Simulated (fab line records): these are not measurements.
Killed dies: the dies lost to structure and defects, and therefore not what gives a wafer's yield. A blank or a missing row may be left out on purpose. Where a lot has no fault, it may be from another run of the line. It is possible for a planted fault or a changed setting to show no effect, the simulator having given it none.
fab line records / flow sky130
record lots=5 wafers=15 last-day=50
route steps=708 shown SONOS_TUNNEL@167 SONOS_ONO@168
lots that met no fault: from a run of the same line without faults
start-h: the number of hours between the record's first day and the start of the first shown wafer of the lot / wait-h: time in hours since the lot's previous step / " identical to the entry in the row above / L1.1+2: a single row standing in for several wafers / - no value, or no start given / * or withheld: withheld / < > ~ a bound
route shown NAME@n: a module of which the file shows steps, and the number in the route of the first / usual: mean and standard deviation over wafers with no fault / same: alike in all rows / chamber/n: place in a boat / sites: each site's reading / _std_site: their standard deviation / _edge_site: outer sites' mean less inner sites' / radius-mm: for every site, how far away it sits from the centre of the wafer / mask NAME#n: copy n / behind: the most recent tool/chamber to have shaped the wafer / hold: what put the lot on hold/how long, in hours/how the hold closed / device: names the non-switching transistor (n, p or np) / end of line: at the end of the route, the tests of the same wafers / a step without rows: its recipe alone / killed: the dies lost at the first sort to structure and to defects; this is not the yield of the wafer / map: the dies of a wafer, with x for killed, . for not killed, _ for no die there
set.NAME: setting as actually run; set.NAME@STEP: the setting as run at that earlier step / model.NAME: the simulator's own value behind a step, which no gauge read
lots at selected steps of the route; one table per step, one row per wafer
services: when a tool's chamber went out of use (start-h, in hours from the record's first day, below 0 if earlier), for how many hours, and the reason
## steps
# step SKY_SONOS_TUNNEL_CLEAN_13
# recipe chemistry=dHF time-s=20 dilution=100:1 dry=ipa-marangoni
lot.wafer=L082.2+3+6 tool=wet-bench-01 chamber=0 start-h=330.13 wait-h=0.0
lot.wafer=L092.3+4+6 tool=wet-bench-03 chamber=3 start-h=394.60 wait-h=0.0
lot.wafer=L094.1+2+4 tool=wet-bench-02 chamber=3 start-h=410.77 wait-h=0.1
lot.wafer=L095.1+4+5 tool=wet-bench-03 chamber=3 start-h=418.79 wait-h=0.1
lot.wafer=L096.2+4+6 tool=wet-bench-03 chamber=3 start-h=428.54 wait-h=0.0
# step SKY_SONOS_ONO_OXIDATION_00
# recipe temp-c=800 ambient=O2 idle-temp-c=700 ramp-up-c-per-min=10 ramp-down-c-per-min=3 stabilise-s=600 purge-s=300 target-thk-a=26 ox-time-s=1249
# usual ox-temp-c=800.0/0.38 spike-tc-bottom-C=819.7/2.2 tube_center_temp_C_max=802.1/0.31
# same ox-time-s=1249 stabilise-s=600
lot.wafer=L082.2 tool=furnace-01 chamber=0 start-h=330.76 wait-h=0.6 ox-temp-c=799.8 spike-tc-bottom-C=820.0 tube_center_temp_C_max=801.8
lot.wafer=L082.3 tool=furnace-01 chamber=0 start-h=330.76 wait-h=0.6 ox-temp-c=800.1 spike-tc-bottom-C=822.1 tube_center_temp_C_max=802.4
lot.wafer=L082.6 tool=furnace-01 chamber=0 start-h=330.76 wait-h=0.6 ox-temp-c=800.3 spike-tc-bottom-C=820.6 tube_center_temp_C_max=801.8
lot.wafer=L092.3 tool=furnace-01 chamber=0 start-h=395.94 wait-h=1.3 ox-temp-c=799.9 spike-tc-bottom-C=819.9 tube_center_temp_C_max=802.1
lot.wafer=L092.4 tool=furnace-01 chamber=0 start-h=395.94 wait-h=1.3 ox-temp-c=800.2 spike-tc-bottom-C=822.5 tube_center_temp_C_max=801.4
lot.wafer=L092.6 tool=furnace-01 chamber=0 start-h=395.94 wait-h=1.3 ox-temp-c=800.1 spike-tc-bottom-C=820.7 tube_center_temp_C_max=802.8
lot.wafer=L094.1 tool=furnace-02 chamber=0 start-h=412.74 wait-h=2.0 ox-temp-c=799.5 spike-tc-bottom-C=816.8 tube_center_temp_C_max=802.1
lot.wafer=L094.2 tool=furnace-02 chamber=0 start-h=412.74 wait-h=2.0 ox-temp-c=799.4 spike-tc-bottom-C=817.0 tube_center_temp_C_max=802.2
lot.wafer=L094.4 tool=furnace-02 chamber=0 start-h=412.74 wait-h=2.0 ox-temp-c=799.3 spike-tc-bottom-C=815.6 tube_center_temp_C_max=802.1
lot.wafer=L095.1 tool=furnace-01 chamber=0 start-h=418.82 wait-h=0.0 ox-temp-c=800.7 spike-tc-bottom-C=820.9 tube_center_temp_C_max=801.8
lot.wafer=L095.4 tool=furnace-01 chamber=0 start-h=418.82 wait-h=0.0 ox-temp-c=800.6 spike-tc-bottom-C=821.0 tube_center_temp_C_max=802.1
lot.wafer=L095.5 tool=furnace-01 chamber=0 start-h=418.82 wait-h=0.0 ox-temp-c=799.9 spike-tc-bottom-C=821.5 tube_center_temp_C_max=801.7
lot.wafer=L096.2 tool=furnace-01 chamber=0 start-h=428.76 wait-h=0.2 ox-temp-c=800.3 spike-tc-bottom-C=820.9 tube_center_temp_C_max=802.3
lot.wafer=L096.4 tool=furnace-01 chamber=0 start-h=428.76 wait-h=0.2 ox-temp-c=800.1 spike-tc-bottom-C=822.3 tube_center_temp_C_max=801.8
lot.wafer=L096.6 tool=furnace-01 chamber=0 start-h=428.76 wait-h=0.2 ox-temp-c=799.4 spike-tc-bottom-C=819.6 tube_center_temp_C_max=802.2
# step SKY_SONOS_ONO_THK_MEAS_01
# recipe reads=SiO2_of_SONOS_ONO_OXIDATION_00
# usual SONOS_ONO_OXIDATION_THK=2.60/0.055
lot.wafer=L082.2 tool=film-metro-02 chamber=- start-h=332.12 wait-h=0.0 SONOS_ONO_OXIDATION_THK[nm]=2.62
lot.wafer=L082.3 tool=film-metro-02 chamber=- start-h=332.12 wait-h=0.0 SONOS_ONO_OXIDATION_THK[nm]=2.63
lot.wafer=L082.6 tool=film-metro-02 chamber=- start-h=332.12 wait-h=0.0 SONOS_ONO_OXIDATION_THK[nm]=2.60
lot.wafer=L092.3 tool=film-metro-03 chamber=- start-h=397.31 wait-h=0.0 SONOS_ONO_OXIDATION_THK[nm]=2.65
lot.wafer=L092.4 tool=film-metro-03 chamber=- start-h=397.31 wait-h=0.0 SONOS_ONO_OXIDATION_THK[nm]=2.67
lot.wafer=L092.6 tool=film-metro-03 chamber=- start-h=397.31 wait-h=0.0 SONOS_ONO_OXIDATION_THK[nm]=2.63
lot.wafer=L094.1 tool=film-metro-02 chamber=- start-h=414.09 wait-h=0.0 SONOS_ONO_OXIDATION_THK[nm]=2.57
lot.wafer=L094.2 tool=film-metro-02 chamber=- start-h=414.09 wait-h=0.0 SONOS_ONO_OXIDATION_THK[nm]=2.60
lot.wafer=L094.4 tool=film-metro-02 chamber=- start-h=414.09 wait-h=0.0 SONOS_ONO_OXIDATION_THK[nm]=2.63
lot.wafer=L095.1 tool=film-metro-03 chamber=- start-h=420.20 wait-h=0.0 SONOS_ONO_OXIDATION_THK[nm]=2.65
lot.wafer=L095.4 tool=film-metro-03 chamber=- start-h=420.20 wait-h=0.0 SONOS_ONO_OXIDATION_THK[nm]=2.60
lot.wafer=L095.5 tool=film-metro-03 chamber=- start-h=420.20 wait-h=0.0 SONOS_ONO_OXIDATION_THK[nm]=2.72
lot.wafer=L096.2 tool=film-metro-03 chamber=- start-h=430.12 wait-h=0.0 SONOS_ONO_OXIDATION_THK[nm]=2.60
lot.wafer=L096.4 tool=film-metro-03 chamber=- start-h=430.12 wait-h=0.0 SONOS_ONO_OXIDATION_THK[nm]=2.64
lot.wafer=L096.6 tool=film-metro-03 chamber=- start-h=430.12 wait-h=0.0 SONOS_ONO_OXIDATION_THK[nm]=2.69
# step SKY_SONOS_ONO_CVD_02
# recipe material=Si3N4 precursor=DCS/NH3 target-thk-nm=10.5 temp-c=770 time-s=180 pressure-mtorr=250
# usual spike-tc-bottom-C=792.4/0.97
lot.wafer=L082.2 tool=lpcvd-02 chamber=0 start-h=333.48 wait-h=1.3 spike-tc-bottom-C=792.0
lot.wafer=L082.3 tool=lpcvd-02 chamber=0 start-h=333.48 wait-h=1.3 spike-tc-bottom-C=792.7
lot.wafer=L082.6 tool=lpcvd-02 chamber=0 start-h=333.48 wait-h=1.3 spike-tc-bottom-C=791.7
lot.wafer=L092.3 tool=lpcvd-02 chamber=1 start-h=399.34 wait-h=2.0 spike-tc-bottom-C=792.9
lot.wafer=L092.4 tool=lpcvd-02 chamber=1 start-h=399.34 wait-h=2.0 spike-tc-bottom-C=790.9
lot.wafer=L092.6 tool=lpcvd-02 chamber=1 start-h=399.34 wait-h=2.0 spike-tc-bottom-C=791.4
lot.wafer=L094.1 tool=lpcvd-02 chamber=0 start-h=415.76 wait-h=1.7 spike-tc-bottom-C=792.2
lot.wafer=L094.2 tool=lpcvd-02 chamber=0 start-h=415.76 wait-h=1.7 spike-tc-bottom-C=791.8
lot.wafer=L094.4 tool=lpcvd-02 chamber=0 start-h=415.76 wait-h=1.7 spike-tc-bottom-C=792.1
lot.wafer=L095.1 tool=lpcvd-02 chamber=1 start-h=420.26 wait-h=0.1 spike-tc-bottom-C=792.3
lot.wafer=L095.4 tool=lpcvd-02 chamber=1 start-h=420.26 wait-h=0.1 spike-tc-bottom-C=793.4
lot.wafer=L095.5 tool=lpcvd-02 chamber=1 start-h=420.26 wait-h=0.1 spike-tc-bottom-C=792.3
lot.wafer=L096.2 tool=lpcvd-02 chamber=0 start-h=431.31 wait-h=1.2 spike-tc-bottom-C=791.5
lot.wafer=L096.4 tool=lpcvd-02 chamber=0 start-h=431.31 wait-h=1.2 spike-tc-bottom-C=791.2
lot.wafer=L096.6 tool=lpcvd-02 chamber=0 start-h=431.31 wait-h=1.2 spike-tc-bottom-C=792.7
# step SKY_SONOS_ONO_THK_MEAS_03
# recipe reads=Si3N4_of_SONOS_ONO_CVD_02
# usual SONOS_ONO_CVD_02_THK=10.48/0.13
lot.wafer=L082.2 tool=film-metro-02 chamber=- start-h=334.54 wait-h=0.0 SONOS_ONO_CVD_02_THK[nm]=10.72
lot.wafer=L082.3 tool=film-metro-02 chamber=- start-h=334.54 wait-h=0.0 SONOS_ONO_CVD_02_THK[nm]=10.56
lot.wafer=L082.6 tool=film-metro-02 chamber=- start-h=334.54 wait-h=0.0 SONOS_ONO_CVD_02_THK[nm]=10.56
lot.wafer=L092.3 tool=film-metro-02 chamber=- start-h=400.41 wait-h=0.0 SONOS_ONO_CVD_02_THK[nm]=10.59
lot.wafer=L092.4 tool=film-metro-02 chamber=- start-h=400.41 wait-h=0.0 SONOS_ONO_CVD_02_THK[nm]=10.57
lot.wafer=L092.6 tool=film-metro-02 chamber=- start-h=400.41 wait-h=0.0 SONOS_ONO_CVD_02_THK[nm]=10.55
lot.wafer=L094.1 tool=film-metro-02 chamber=- start-h=416.81 wait-h=0.0 SONOS_ONO_CVD_02_THK[nm]=10.44
lot.wafer=L094.2 tool=film-metro-02 chamber=- start-h=416.81 wait-h=0.0 SONOS_ONO_CVD_02_THK[nm]=10.48
lot.wafer=L094.4 tool=film-metro-02 chamber=- start-h=416.81 wait-h=0.0 SONOS_ONO_CVD_02_THK[nm]=10.45
lot.wafer=L095.1 tool=film-metro-02 chamber=- start-h=421.31 wait-h=0.0 SONOS_ONO_CVD_02_THK[nm]=10.42
lot.wafer=L095.4 tool=film-metro-02 chamber=- start-h=421.31 wait-h=0.0 SONOS_ONO_CVD_02_THK[nm]=10.36
lot.wafer=L095.5 tool=film-metro-02 chamber=- start-h=421.31 wait-h=0.0 SONOS_ONO_CVD_02_THK[nm]=10.38
lot.wafer=L096.2 tool=film-metro-04 chamber=- start-h=432.37 wait-h=0.0 SONOS_ONO_CVD_02_THK[nm]=10.34
lot.wafer=L096.4 tool=film-metro-04 chamber=- start-h=432.37 wait-h=0.0 SONOS_ONO_CVD_02_THK[nm]=10.44
lot.wafer=L096.6 tool=film-metro-04 chamber=- start-h=432.37 wait-h=0.0 SONOS_ONO_CVD_02_THK[nm]=10.31
# step SKY_SONOS_ONO_CVD_04
# recipe material=SiO2 precursor=SiH4/N2O target-thk-nm=5.7199 temp-c=900 pressure-mtorr=400
# usual spike-tc-bottom-C=918.7/2.5
lot.wafer=L082.2 tool=lpcvd-03 chamber=1 start-h=334.59 wait-h=0.0 spike-tc-bottom-C=920.8
lot.wafer=L082.3 tool=lpcvd-03 chamber=1 start-h=334.59 wait-h=0.0 spike-tc-bottom-C=921.0
lot.wafer=L082.6 tool=lpcvd-03 chamber=1 start-h=334.59 wait-h=0.0 spike-tc-bottom-C=920.2
lot.wafer=L092.3 tool=lpcvd-03 chamber=1 start-h=400.45 wait-h=0.0 spike-tc-bottom-C=922.9
lot.wafer=L092.4 tool=lpcvd-03 chamber=1 start-h=400.45 wait-h=0.0 spike-tc-bottom-C=919.0
lot.wafer=L092.6 tool=lpcvd-03 chamber=1 start-h=400.45 wait-h=0.0 spike-tc-bottom-C=920.4
lot.wafer=L094.1 tool=lpcvd-03 chamber=1 start-h=416.87 wait-h=0.1 spike-tc-bottom-C=919.8
lot.wafer=L094.2 tool=lpcvd-03 chamber=1 start-h=416.87 wait-h=0.1 spike-tc-bottom-C=919.8
lot.wafer=L094.4 tool=lpcvd-03 chamber=1 start-h=416.87 wait-h=0.1 spike-tc-bottom-C=921.8
lot.wafer=L095.1 tool=lpcvd-03 chamber=0 start-h=421.37 wait-h=0.1 spike-tc-bottom-C=917.6
lot.wafer=L095.4 tool=lpcvd-03 chamber=0 start-h=421.37 wait-h=0.1 spike-tc-bottom-C=917.2
lot.wafer=L095.5 tool=lpcvd-03 chamber=0 start-h=421.37 wait-h=0.1 spike-tc-bottom-C=916.1
lot.wafer=L096.2 tool=lpcvd-03 chamber=1 start-h=432.42 wait-h=0.0 spike-tc-bottom-C=920.7
lot.wafer=L096.4 tool=lpcvd-03 chamber=1 start-h=432.42 wait-h=0.0 spike-tc-bottom-C=919.7
lot.wafer=L096.6 tool=lpcvd-03 chamber=1 start-h=432.42 wait-h=0.0 spike-tc-bottom-C=921.0
# step SKY_SONOS_ONO_THK_MEAS_05
# recipe reads=SiO2_of_SONOS_ONO_CVD_04
# usual SONOS_ONO_CVD_04_THK=5.75/0.096
lot.wafer=L082.2 tool=film-metro-04 chamber=- start-h=336.47 wait-h=0.0 SONOS_ONO_CVD_04_THK[nm]=5.70
lot.wafer=L082.3 tool=film-metro-04 chamber=- start-h=336.47 wait-h=0.0 SONOS_ONO_CVD_04_THK[nm]=5.89
lot.wafer=L082.6 tool=film-metro-04 chamber=- start-h=336.47 wait-h=0.0 SONOS_ONO_CVD_04_THK[nm]=5.71
lot.wafer=L092.3 tool=film-metro-03 chamber=- start-h=401.72 wait-h=0.0 SONOS_ONO_CVD_04_THK[nm]=5.67
lot.wafer=L092.4 tool=film-metro-03 chamber=- start-h=401.72 wait-h=0.0 SONOS_ONO_CVD_04_THK[nm]=5.66
lot.wafer=L092.6 tool=film-metro-03 chamber=- start-h=401.72 wait-h=0.0 SONOS_ONO_CVD_04_THK[nm]=5.75
lot.wafer=L094.1 tool=film-metro-03 chamber=- start-h=418.12 wait-h=0.0 SONOS_ONO_CVD_04_THK[nm]=5.68
lot.wafer=L094.2 tool=film-metro-03 chamber=- start-h=418.12 wait-h=0.0 SONOS_ONO_CVD_04_THK[nm]=5.78
lot.wafer=L094.4 tool=film-metro-03 chamber=- start-h=418.12 wait-h=0.0 SONOS_ONO_CVD_04_THK[nm]=5.68
lot.wafer=L095.1 tool=film-metro-04 chamber=- start-h=422.62 wait-h=0.0 SONOS_ONO_CVD_04_THK[nm]=5.67
lot.wafer=L095.4 tool=film-metro-04 chamber=- start-h=422.62 wait-h=0.0 SONOS_ONO_CVD_04_THK[nm]=5.69
lot.wafer=L095.5 tool=film-metro-04 chamber=- start-h=422.62 wait-h=0.0 SONOS_ONO_CVD_04_THK[nm]=5.61
lot.wafer=L096.2 tool=film-metro-02 chamber=- start-h=433.68 wait-h=0.0 SONOS_ONO_CVD_04_THK[nm]=6.00
lot.wafer=L096.4 tool=film-metro-02 chamber=- start-h=433.68 wait-h=0.0 SONOS_ONO_CVD_04_THK[nm]=5.95
lot.wafer=L096.6 tool=film-metro-02 chamber=- start-h=433.68 wait-h=0.0 SONOS_ONO_CVD_04_THK[nm]=5.89
# step SKY_SONOS_ONO_DEHYDRATE_06
# recipe temp-c=200 time-s=60
# usual plate-temp-C=199.97/0.16
lot.wafer=L082.2 tool=litho-track-02 chamber=0 start-h=350.58 wait-h=14.1 plate-temp-C=199.82
lot.wafer=L082.3 tool=litho-track-02 chamber=0 start-h=350.58 wait-h=14.1 plate-temp-C=199.93
lot.wafer=L082.6 tool=litho-track-02 chamber=0 start-h=350.58 wait-h=14.1 plate-temp-C=199.98
lot.wafer=L092.3 tool=litho-track-02 chamber=0 start-h=416.10 wait-h=14.4 plate-temp-C=199.78
lot.wafer=L092.4 tool=litho-track-02 chamber=0 start-h=416.10 wait-h=14.4 plate-temp-C=199.75
lot.wafer=L092.6 tool=litho-track-02 chamber=0 start-h=416.10 wait-h=14.4 plate-temp-C=199.90
lot.wafer=L094.1 tool=litho-track-01 chamber=0 start-h=432.94 wait-h=14.8 plate-temp-C=199.70
lot.wafer=L094.2 tool=litho-track-01 chamber=0 start-h=432.94 wait-h=14.8 plate-temp-C=200.09
lot.wafer=L094.4 tool=litho-track-01 chamber=0 start-h=432.94 wait-h=14.8 plate-temp-C=200.03
lot.wafer=L095.1 tool=litho-track-04 chamber=0 start-h=437.21 wait-h=14.6 plate-temp-C=200.35
lot.wafer=L095.4 tool=litho-track-04 chamber=0 start-h=437.21 wait-h=14.6 plate-temp-C=199.93
lot.wafer=L095.5 tool=litho-track-04 chamber=0 start-h=437.21 wait-h=14.6 plate-temp-C=200.20
lot.wafer=L096.2 tool=litho-track-01 chamber=0 start-h=448.41 wait-h=14.7 plate-temp-C=199.63
lot.wafer=L096.4 tool=litho-track-01 chamber=0 start-h=448.41 wait-h=14.7 plate-temp-C=200.02
lot.wafer=L096.6 tool=litho-track-01 chamber=0 start-h=448.41 wait-h=14.7 plate-temp-C=200.05
# step SKY_SONOS_ONO_HMDS_07
# recipe prime-time-s=60 prime-temp-c=120
lot.wafer=L082.2+3+6 tool=litho-track-02 chamber=0 start-h=350.73 wait-h=0.1
lot.wafer=L092.3+4+6 tool=litho-track-02 chamber=0 start-h=416.25 wait-h=0.1
lot.wafer=L094.1+2+4 tool=litho-track-01 chamber=0 start-h=433.09 wait-h=0.1
lot.wafer=L095.1+4+5 tool=litho-track-04 chamber=0 start-h=437.36 wait-h=0.1
lot.wafer=L096.2+4+6 tool=litho-track-01 chamber=0 start-h=448.56 wait-h=0.1
# step SKY_SONOS_ONO_COAT_08
# recipe resist=NOVOLAK spin-rpm=3000 resist-thk-nm=1140
lot.wafer=L082.2+3+6 tool=litho-track-02 chamber=0 start-h=350.88 wait-h=0.1
lot.wafer=L092.3+4+6 tool=litho-track-02 chamber=0 start-h=416.40 wait-h=0.1
lot.wafer=L094.1+2+4 tool=litho-track-01 chamber=0 start-h=433.24 wait-h=0.1
lot.wafer=L095.1+4+5 tool=litho-track-04 chamber=0 start-h=437.51 wait-h=0.1
lot.wafer=L096.2+4+6 tool=litho-track-01 chamber=0 start-h=448.71 wait-h=0.1
# step SKY_SONOS_ONO_SOFTBAKE_09
# recipe temp-c=90 time-s=60 resist=NOVOLAK
# usual plate-temp-C=89.98/0.13
lot.wafer=L082.2 tool=litho-track-02 chamber=0 start-h=351.03 wait-h=0.1 plate-temp-C=90.01
lot.wafer=L082.3 tool=litho-track-02 chamber=0 start-h=351.03 wait-h=0.1 plate-temp-C=90.20
lot.wafer=L082.6 tool=litho-track-02 chamber=0 start-h=351.03 wait-h=0.1 plate-temp-C=90.19
lot.wafer=L092.3 tool=litho-track-02 chamber=0 start-h=416.55 wait-h=0.1 plate-temp-C=90.13
lot.wafer=L092.4 tool=litho-track-02 chamber=0 start-h=416.55 wait-h=0.1 plate-temp-C=89.97
lot.wafer=L092.6 tool=litho-track-02 chamber=0 start-h=416.55 wait-h=0.1 plate-temp-C=89.97
lot.wafer=L094.1 tool=litho-track-01 chamber=0 start-h=433.39 wait-h=0.1 plate-temp-C=89.99
lot.wafer=L094.2 tool=litho-track-01 chamber=0 start-h=433.39 wait-h=0.1 plate-temp-C=89.99
lot.wafer=L094.4 tool=litho-track-01 chamber=0 start-h=433.39 wait-h=0.1 plate-temp-C=89.94
lot.wafer=L095.1 tool=litho-track-04 chamber=0 start-h=437.66 wait-h=0.1 plate-temp-C=90.01
lot.wafer=L095.4 tool=litho-track-04 chamber=0 start-h=437.66 wait-h=0.1 plate-temp-C=90.03
lot.wafer=L095.5 tool=litho-track-04 chamber=0 start-h=437.66 wait-h=0.1 plate-temp-C=90.15
lot.wafer=L096.2 tool=litho-track-01 chamber=0 start-h=448.86 wait-h=0.1 plate-temp-C=90.02
lot.wafer=L096.4 tool=litho-track-01 chamber=0 start-h=448.86 wait-h=0.1 plate-temp-C=89.95
lot.wafer=L096.6 tool=litho-track-01 chamber=0 start-h=448.86 wait-h=0.1 plate-temp-C=90.03
# step SKY_SONOS_ONO_EXPOSE_10
# recipe mask-id=ONOM target-cd-nm=410 na=0.6 source-shape=conventional sigma-outer=0.6 dose-mj=150
# usual exposure-dose-mJ-cm2=149.88/0.14 stage-vel-mm-s=500.00/0.24
lot.wafer=L082.2 tool=iline-stepper-02 chamber=0 start-h=- wait-h=- mask=ONOM#0 exposure-dose-mJ-cm2=149.95 stage-vel-mm-s=499.81
lot.wafer=L082.3 tool=iline-stepper-02 chamber=0 start-h=- wait-h=- mask=ONOM#0 exposure-dose-mJ-cm2=149.95 stage-vel-mm-s=500.02
lot.wafer=L082.6 tool=iline-stepper-02 chamber=0 start-h=- wait-h=- mask=ONOM#0 exposure-dose-mJ-cm2=150.01 stage-vel-mm-s=500.20
lot.wafer=L092.3 tool=iline-stepper-01 chamber=0 start-h=- wait-h=- mask=ONOM#0 exposure-dose-mJ-cm2=149.79 stage-vel-mm-s=500.00
lot.wafer=L092.4 tool=iline-stepper-01 chamber=0 start-h=- wait-h=- mask=ONOM#0 exposure-dose-mJ-cm2=149.78 stage-vel-mm-s=499.54
lot.wafer=L092.6 tool=iline-stepper-01 chamber=0 start-h=- wait-h=- mask=ONOM#0 exposure-dose-mJ-cm2=149.93 stage-vel-mm-s=500.10
lot.wafer=L094.1 tool=iline-stepper-01 chamber=0 start-h=- wait-h=- mask=ONOM#0 exposure-dose-mJ-cm2=149.89 stage-vel-mm-s=499.87
lot.wafer=L094.2 tool=iline-stepper-01 chamber=0 start-h=- wait-h=- mask=ONOM#0 exposure-dose-mJ-cm2=149.93 stage-vel-mm-s=500.17
lot.wafer=L094.4 tool=iline-stepper-01 chamber=0 start-h=- wait-h=- mask=ONOM#0 exposure-dose-mJ-cm2=149.82 stage-vel-mm-s=499.84
lot.wafer=L095.1 tool=iline-stepper-01 chamber=0 start-h=- wait-h=- mask=ONOM#0 exposure-dose-mJ-cm2=149.67 stage-vel-mm-s=499.91
lot.wafer=L095.4 tool=iline-stepper-01 chamber=0 start-h=- wait-h=- mask=ONOM#0 exposure-dose-mJ-cm2=149.77 stage-vel-mm-s=499.85
lot.wafer=L095.5 tool=iline-stepper-01 chamber=0 start-h=- wait-h=- mask=ONOM#0 exposure-dose-mJ-cm2=149.82 stage-vel-mm-s=499.85
lot.wafer=L096.2 tool=iline-stepper-01 chamber=0 start-h=- wait-h=- mask=ONOM#0 exposure-dose-mJ-cm2=149.78 stage-vel-mm-s=500.05
lot.wafer=L096.4 tool=iline-stepper-01 chamber=0 start-h=- wait-h=- mask=ONOM#0 exposure-dose-mJ-cm2=149.62 stage-vel-mm-s=499.92
lot.wafer=L096.6 tool=iline-stepper-01 chamber=0 start-h=- wait-h=- mask=ONOM#0 exposure-dose-mJ-cm2=149.62 stage-vel-mm-s=499.93
# step SKY_SONOS_ONO_PEB_11
# recipe temp-c=withheld time-s=* resist=NOVOLAK
lot.wafer=L082.2+3+6 tool=litho-track-04 chamber=0 start-h=- wait-h=-
lot.wafer=L092.3+4+6 tool=litho-track-04 chamber=0 start-h=- wait-h=-
lot.wafer=L094.1+2+4 tool=litho-track-04 chamber=0 start-h=- wait-h=-
lot.wafer=L095.1+4+5 tool=litho-track-04 chamber=0 start-h=- wait-h=-
lot.wafer=L096.2+4+6 tool=litho-track-04 chamber=0 start-h=- wait-h=-
# step SKY_SONOS_ONO_DEVELOP_12
# recipe develop-time-s=60 dev-temp-c=23
lot.wafer=L082.2+3+6 tool=litho-track-04 chamber=0 start-h=364.79 wait-h=0.1
lot.wafer=L092.3+4+6 tool=litho-track-04 chamber=0 start-h=431.41 wait-h=0.1
lot.wafer=L094.1+2+4 tool=litho-track-04 chamber=0 start-h=448.36 wait-h=0.1
lot.wafer=L095.1+4+5 tool=litho-track-04 chamber=0 start-h=453.01 wait-h=0.1
lot.wafer=L096.2+4+6 tool=litho-track-04 chamber=0 start-h=463.14 wait-h=0.1
# step SKY_SONOS_ONO_CD_MEAS_13
# recipe target-cd-nm=410
# usual cd-nm=409.8/2.3
lot.wafer=L082.2 tool=cd-sem-02 chamber=- start-h=364.93 wait-h=0.1 cd-nm=411.6
lot.wafer=L082.3 tool=cd-sem-02 chamber=- start-h=364.93 wait-h=0.1 cd-nm=413.1
lot.wafer=L082.6 tool=cd-sem-02 chamber=- start-h=364.93 wait-h=0.1 cd-nm=411.4
lot.wafer=L092.3 tool=cd-sem-02 chamber=- start-h=431.55 wait-h=0.1 cd-nm=409.0
lot.wafer=L092.4 tool=cd-sem-02 chamber=- start-h=431.55 wait-h=0.1 cd-nm=411.1
lot.wafer=L092.6 tool=cd-sem-02 chamber=- start-h=431.55 wait-h=0.1 cd-nm=412.2
lot.wafer=L094.1 tool=cd-sem-01 chamber=- start-h=448.51 wait-h=0.1 cd-nm=408.9
lot.wafer=L094.2 tool=cd-sem-01 chamber=- start-h=448.51 wait-h=0.1 cd-nm=411.6
lot.wafer=L094.4 tool=cd-sem-01 chamber=- start-h=448.51 wait-h=0.1 cd-nm=406.8
lot.wafer=L095.1 tool=cd-sem-02 chamber=- start-h=453.16 wait-h=0.1 cd-nm=413.6
lot.wafer=L095.4 tool=cd-sem-02 chamber=- start-h=453.16 wait-h=0.1 cd-nm=414.4
lot.wafer=L095.5 tool=cd-sem-02 chamber=- start-h=453.16 wait-h=0.1 cd-nm=412.0
lot.wafer=L096.2 tool=cd-sem-02 chamber=- start-h=463.28 wait-h=0.1 cd-nm=410.3
lot.wafer=L096.4 tool=cd-sem-02 chamber=- start-h=463.28 wait-h=0.1 cd-nm=411.6
lot.wafer=L096.6 tool=cd-sem-02 chamber=- start-h=463.28 wait-h=0.1 cd-nm=411.5
## services
tool=wet-bench-02 chamber=- start-h=320.45 hours=4.4 kind=pm
tool=iline-stepper-02 chamber=0 start-h=320.62 hours=- kind=calibration
tool=wet-bench-01 chamber=- start-h=334.32 hours=1.7 kind=repair
tool=iline-stepper-01 chamber=0 start-h=336.52 hours=- kind=calibration
tool=furnace-02 chamber=- start-h=337.46 hours=4.8 kind=pm
tool=wet-bench-03 chamber=- start-h=344.19 hours=3.5 kind=repair
tool=iline-stepper-02 chamber=- start-h=357.15 hours=4.4 kind=pm
tool=furnace-01 chamber=- start-h=364.89 hours=3.2 kind=pm
tool=furnace-01 chamber=- start-h=411.49 hours=3.2 kind=pm
tool=iline-stepper-01 chamber=- start-h=427.84 hours=3.4 kind=repair
tool=iline-stepper-02 chamber=- start-h=433.87 hours=1.7 kind=pm
## key
fault none
